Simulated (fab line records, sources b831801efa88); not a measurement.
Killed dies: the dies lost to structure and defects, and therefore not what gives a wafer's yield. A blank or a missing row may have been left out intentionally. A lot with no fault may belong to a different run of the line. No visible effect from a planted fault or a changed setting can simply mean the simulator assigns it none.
Which tool was responsible? :: flow sky130 :: Sampling: 10 lots, 30 wafers, 6 of 708 route steps

## WHAT EACH GAUGE READ, for each wafer
SKY_SPACER_THK_MEAS_01.
lot: L159
measured: day 22 08:50
on: film metro-04
SPACER_CVD_00_THK (nm): 42.8 42.9 43.0

lot: L161
measured: day 23 07:55
on: film metro-01
SPACER_CVD_00_THK (nm): 43.2 43.3 43.1

lot: L162
measured: day 23 21:40
on: film metro-03
SPACER_CVD_00_THK (nm): 42.9 43.0 42.8

lot: L163
measured: day 25 05:43
on: film metro-03
SPACER_CVD_00_THK (nm): 42.9 42.3 42.7

lot: L164
measured: day 25 05:41
on: film metro-01
SPACER_CVD_00_THK (nm): 43.1 43.2 43.4

lot: L165
measured: day 25 05:42
on: film metro-04
SPACER_CVD_00_THK (nm): 42.7 42.5 42.7

lot: L166
measured: day 25 09:53
on: film metro-03
SPACER_CVD_00_THK (nm): 42.4 43.1 42.9

lot: L167
measured: day 25 15:11
on: film metro-01
SPACER_CVD_00_THK (nm): 42.6 42.8 42.6

lot: L174
measured: day 28 00:59
on: film metro-01
SPACER_CVD_00_THK (nm): 37.0 36.7 37.0

lot: L176
measured: day 28 12:59
on: film metro-01
SPACER_CVD_00_THK (nm): 42.8 42.7 43.0

SKY_SD_P_CD_MEAS_07: target cd 380 nm.
lot: L159
measured: day 24 22:17
on: cd sem-01
cd nm (nm): 381.9 380.4 381.1

lot: L161
measured: day 25 17:49
on: cd sem-01
cd nm (nm): 383.0 379.4 379.3

lot: L162
measured: day 26 07:25
on: cd sem-01
cd nm (nm): 378.4 381.2 379.3

lot: L163
measured: day 27 13:35
on: cd sem-01
cd nm (nm): 379.1 380.7 378.0

lot: L164
measured: day 27 14:32
on: cd sem-01
cd nm (nm): 379.1 377.6 380.9

lot: L165
measured: day 27 13:50
on: cd sem-01
cd nm (nm): 377.3 375.8 376.6

lot: L166
measured: day 27 19:40
on: cd sem-02
cd nm (nm): 378.4 378.8 380.5

lot: L167
measured: day 28 00:07
on: cd sem-02
cd nm (nm): 379.3 380.4 383.2

lot: L174
measured: day 30 09:02
on: cd sem-01
cd nm (nm): 379.3 377.5 379.7

lot: L176
measured: day 30 20:07
on: cd sem-01
cd nm (nm): 378.1 379.4 379.6

## WHICH TOOL RAN EACH LOT (tool, then ch and the chambers of the sampled wafers, then the start)
lot: L159
SKY_LDD_P_STRIP_10: plasma asher-04 ch 0,1, day 18 09:40
SKY_SPACER_CVD_00: lpcvd-02 ch 0, day 22 07:37
SKY_SPACER_ETCHBACK_02: rie diel-01 ch 0,1, day 22 08:53
SKY_POLY_CUT_ETCH_11: rie diel-02 ch 0,3, day 23 15:55

lot: L161
SKY_LDD_P_STRIP_10: plasma asher-04 ch 0,1, day 19 09:42
SKY_SPACER_CVD_00: lpcvd-02 ch 0, day 23 06:42
SKY_SPACER_ETCHBACK_02: rie diel-01 ch 1,2,3, day 23 07:58
SKY_POLY_CUT_ETCH_11: rie diel-02 ch 2,3, day 24 15:07

lot: L162
SKY_LDD_P_STRIP_10: plasma asher-02 ch 0,1, day 19 23:28
SKY_SPACER_CVD_00: lpcvd-02 ch 1, day 23 20:27
SKY_SPACER_ETCHBACK_02: rie diel-02 ch 0,2, day 23 21:43
SKY_POLY_CUT_ETCH_11: rie diel-02 ch 0,2,3, day 25 03:10

lot: L163
SKY_LDD_P_STRIP_10: plasma asher-04 ch 0,1, day 20 10:40
SKY_SPACER_CVD_00: lpcvd-02 ch 0, day 25 04:29
SKY_SPACER_ETCHBACK_02: rie diel-01 ch 2,3, day 25 05:45
SKY_POLY_CUT_ETCH_11: rie diel-02 ch 0,2,3, day 26 09:44

lot: L164
SKY_LDD_P_STRIP_10: plasma asher-04 ch 0,1, day 20 13:19
SKY_SPACER_CVD_00: lpcvd-02 ch 0, day 25 04:29
SKY_SPACER_ETCHBACK_02: rie diel-02 ch 2,3, day 25 05:45
SKY_POLY_CUT_ETCH_11: rie diel-02 ch 0,2,3, day 26 10:25

lot: L165
SKY_LDD_P_STRIP_10: plasma asher-02 ch 0, day 21 01:10
SKY_SPACER_CVD_00: lpcvd-02 ch 1, day 25 04:29
SKY_SPACER_ETCHBACK_02: rie diel-04 ch 0,3, day 25 05:45
SKY_POLY_CUT_ETCH_11: rie diel-03 ch 0,2,3, day 26 10:04

lot: L166
SKY_LDD_P_STRIP_10: plasma asher-02 ch 0,1, day 21 12:23
SKY_SPACER_CVD_00: lpcvd-02 ch 1, day 25 08:41
SKY_SPACER_ETCHBACK_02: rie diel-02 ch 2,3, day 25 09:57
SKY_POLY_CUT_ETCH_11: rie diel-02 ch 0,3, day 26 15:16

lot: L167
SKY_LDD_P_STRIP_10: plasma asher-02 ch 0,1, day 21 18:25
SKY_SPACER_CVD_00: lpcvd-02 ch 0, day 25 13:59
SKY_SPACER_ETCHBACK_02: rie diel-02 ch 0,2,3, day 25 15:15
SKY_POLY_CUT_ETCH_11: rie diel-01 ch 0,2,3, day 26 20:25

lot: L174
SKY_LDD_P_STRIP_10: plasma asher-02 ch 0,1, day 24 09:35
SKY_SPACER_CVD_00: lpcvd-02 ch 0, day 27 23:46
SKY_SPACER_ETCHBACK_02: rie diel-01 ch 0,2,3, day 28 01:02
SKY_POLY_CUT_ETCH_11: rie diel-01 ch 0,1, day 29 04:49

lot: L176
SKY_LDD_P_STRIP_10: plasma asher-02 ch 1, day 24 23:02
SKY_SPACER_CVD_00: lpcvd-02 ch 1, day 28 11:46
SKY_SPACER_ETCHBACK_02: rie diel-01 ch 0,3, day 28 13:02
SKY_POLY_CUT_ETCH_11: rie diel-03 ch 0,1,3, day 29 16:28
- SKY_LDD_P_STRIP_10: strips in O2/N2.
- SKY_SPACER_CVD_00: deposits Si3N4 from DCS/NH3, target thk 43.1 nm, time 740 s.
- SKY_SPACER_ETCHBACK_02: etches Si3N4 in CH3F/O2, stops on SiO2, time 46.7 s, target depth 45 nm.
- SKY_POLY_CUT_ETCH_11: etches Si3N4 in CF4/CH2F2/Ar, stops on poly-Si, time 42.5 s, target depth 60 nm.

## AS READ BY THE TOOLS THEMSELVES (means over the sampled wafers that have a number; for cases with no such wafer, the mark the record gives instead)
SKY_LDD_P_STRIP_10.
lot: L159
tool: plasma asher-04
drypump motor current A (A): 5.2
oes product au (a.u.): 0.716
strip time to endpoint s (s): 14.21

lot: L161
tool: plasma asher-04
drypump motor current A (A): 5.4
oes product au (a.u.): 0.716
strip time to endpoint s (s): 14.25

lot: L162
tool: plasma asher-02
drypump motor current A (A): 5.6
oes product au (a.u.): 0.717
strip time to endpoint s (s): 14.22

lot: L163
tool: plasma asher-04
drypump motor current A (A): 5.2
oes product au (a.u.): 0.712
strip time to endpoint s (s): 14.18

lot: L164
tool: plasma asher-04
drypump motor current A (A): 5.4
oes product au (a.u.): 0.716
strip time to endpoint s (s): 14.24

lot: L165
tool: plasma asher-02
drypump motor current A (A): 5.3
oes product au (a.u.): 0.712
strip time to endpoint s (s): 14.18

lot: L166
tool: plasma asher-02
drypump motor current A (A): 5.6
oes product au (a.u.): 0.718
strip time to endpoint s (s): 14.19

lot: L167
tool: plasma asher-02
drypump motor current A (A): 5.6
oes product au (a.u.): 0.712
strip time to endpoint s (s): 14.23

lot: L174
tool: plasma asher-02
drypump motor current A (A): 6.1
oes product au (a.u.): 0.715
strip time to endpoint s (s): 14.21

lot: L176
tool: plasma asher-02
drypump motor current A (A): 6.5
oes product au (a.u.): 0.713
strip time to endpoint s (s): 14.21

SKY_SPACER_CVD_00.
lot: L159
tool: lpcvd-02
spike tc bottom C (C): 787.5
spike tc centre C (C): 772.3
spike tc lower C (C): 768.8
spike tc top C (C): 777.0
spike tc upper C (C): 768.3

lot: L161
tool: lpcvd-02
spike tc bottom C (C): 786.8
spike tc centre C (C): 771.7
spike tc lower C (C): 770.5
spike tc top C (C): 778.2
spike tc upper C (C): 769.6

lot: L162
tool: lpcvd-02
spike tc bottom C (C): 783.7
spike tc centre C (C): 769.9
spike tc lower C (C): 768.8
spike tc top C (C): 779.2
spike tc upper C (C): 771.4

lot: L163
tool: lpcvd-02
spike tc bottom C (C): 788.5
spike tc centre C (C): 771.5
spike tc lower C (C): 769.3
spike tc top C (C): 778.1
spike tc upper C (C): 769.6

lot: L164
tool: lpcvd-02
spike tc bottom C (C): 786.8
spike tc centre C (C): 771.5
spike tc lower C (C): 769.5
spike tc top C (C): 776.7
spike tc upper C (C): 769.4

lot: L165
tool: lpcvd-02
spike tc bottom C (C): 784.6
spike tc centre C (C): 771.6
spike tc lower C (C): 769.3
spike tc top C (C): 779.0
spike tc upper C (C): 770.5

lot: L166
tool: lpcvd-02
spike tc bottom C (C): 783.1
spike tc centre C (C): 771.4
spike tc lower C (C): 769.6
spike tc top C (C): 779.9
spike tc upper C (C): 771.2

lot: L167
tool: lpcvd-02
spike tc bottom C (C): 788.0
spike tc centre C (C): 771.7
spike tc lower C (C): 769.7
spike tc top C (C): 777.9
spike tc upper C (C): 769.1

lot: L174
tool: lpcvd-02
spike tc bottom C (C): 779.4
spike tc centre C (C): 763.0
spike tc lower C (C): 761.1
spike tc top C (C): 769.8
spike tc upper C (C): 760.6

lot: L176
tool: lpcvd-02
spike tc bottom C (C): 784.3
spike tc centre C (C): 770.8
spike tc lower C (C): 768.9
spike tc top C (C): 778.7
spike tc upper C (C): 771.0

SKY_SPACER_ETCHBACK_02.
lot: L159
tool: rie diel-01
drypump motor current A (A): 5.8
oes product au (a.u.): 0.854
throttle valve pct (%): 10.564

lot: L161
tool: rie diel-01
drypump motor current A (A): 5.3
oes product au (a.u.): 0.856
throttle valve pct (%): 10.562

lot: L162
tool: rie diel-02
drypump motor current A (A): 5.8
oes product au (a.u.): 0.846
throttle valve pct (%): 10.567

lot: L163
tool: rie diel-01
drypump motor current A (A): 5.2
oes product au (a.u.): 0.851
throttle valve pct (%): 10.550

lot: L164
tool: rie diel-02
drypump motor current A (A): 5.8
oes product au (a.u.): 0.852
throttle valve pct (%): 10.556

lot: L165
tool: rie diel-04
drypump motor current A (A): 5.4
oes product au (a.u.): 0.850
throttle valve pct (%): 10.559

lot: L166
tool: rie diel-02
drypump motor current A (A): 6.0
oes product au (a.u.): 0.848
throttle valve pct (%): 10.562

lot: L167
tool: rie diel-02
drypump motor current A (A): 5.8
oes product au (a.u.): 0.854
throttle valve pct (%): 10.558

lot: L174
tool: rie diel-01
drypump motor current A (A): 5.3
oes product au (a.u.): 0.785
throttle valve pct (%): 10.555

lot: L176
tool: rie diel-01
drypump motor current A (A): 5.1
oes product au (a.u.): 0.850
throttle valve pct (%): 10.567

SKY_POLY_CUT_ETCH_11.
lot: L159
tool: rie diel-02
drypump motor current A (A): 5.6
oes product au (a.u.): 0.833
throttle valve pct (%): 14.995

lot: L161
tool: rie diel-02
drypump motor current A (A): 5.9
oes product au (a.u.): 0.832
throttle valve pct (%): 15.005

lot: L162
tool: rie diel-02
drypump motor current A (A): 5.8
oes product au (a.u.): 0.826
throttle valve pct (%): 14.994

lot: L163
tool: rie diel-02
drypump motor current A (A): 5.8
oes product au (a.u.): 0.832
throttle valve pct (%): 14.991

lot: L164
tool: rie diel-02
drypump motor current A (A): 5.8
oes product au (a.u.): 0.833
throttle valve pct (%): 14.993

lot: L165
tool: rie diel-03
drypump motor current A (A): 6.2
oes product au (a.u.): 0.829
throttle valve pct (%): 14.997

lot: L166
tool: rie diel-02
drypump motor current A (A): 5.6
oes product au (a.u.): 0.831
throttle valve pct (%): 14.993

lot: L167
tool: rie diel-01
drypump motor current A (A): 5.3
oes product au (a.u.): 0.834
throttle valve pct (%): 14.996

lot: L174
tool: rie diel-01
drypump motor current A (A): 5.9
oes product au (a.u.): 0.825
throttle valve pct (%): 14.990

lot: L176
tool: rie diel-03
drypump motor current A (A): 6.0
oes product au (a.u.): 0.824
throttle valve pct (%): 14.997

## THE ANSWER, worked out from the rows above alone
Rule: the lots themselves supply what counts as usual. The widest of any qualifying gaps counts: lots, ordered by their means at a reading, are off when they make up no more than a third of the lots, leave a main group of 4 or more, and stand apart from it by 3 or more times the standard deviation of that group's means. The tables above print the reading to a certain number of digits; a main group whose means all agree to those digits is not used. Also off: a lot with no number at a reading for which 4 or more lots have one. The other lots that the step has rows for count as sound. First the gauges in route order, then the tools' own readings, where a lot's mean is used as printed above. The first step at which some lot is off is used, and at that step the reading that is off furthest; a lot without a number counts as furthest.
Off: at SKY_SPACER_THK_MEAS_01 (SPACER_CVD_00_THK), L174. The main group: mean 42.9 nm, standard deviation 0.21.
A tool fits if, at a process step before that reading, it ran every lot that is off, and no sound lot after the first of them. The gauges at SKY_SPACER_THK_MEAS_01 aren't tried: what is off there is off at SKY_LDD_P_STRIP_10 too, on other tools, and a gauge's error can't cause that. No candidate that was tried fits.

## WHAT HAD BEEN PUT IN BY THE SIMULATOR
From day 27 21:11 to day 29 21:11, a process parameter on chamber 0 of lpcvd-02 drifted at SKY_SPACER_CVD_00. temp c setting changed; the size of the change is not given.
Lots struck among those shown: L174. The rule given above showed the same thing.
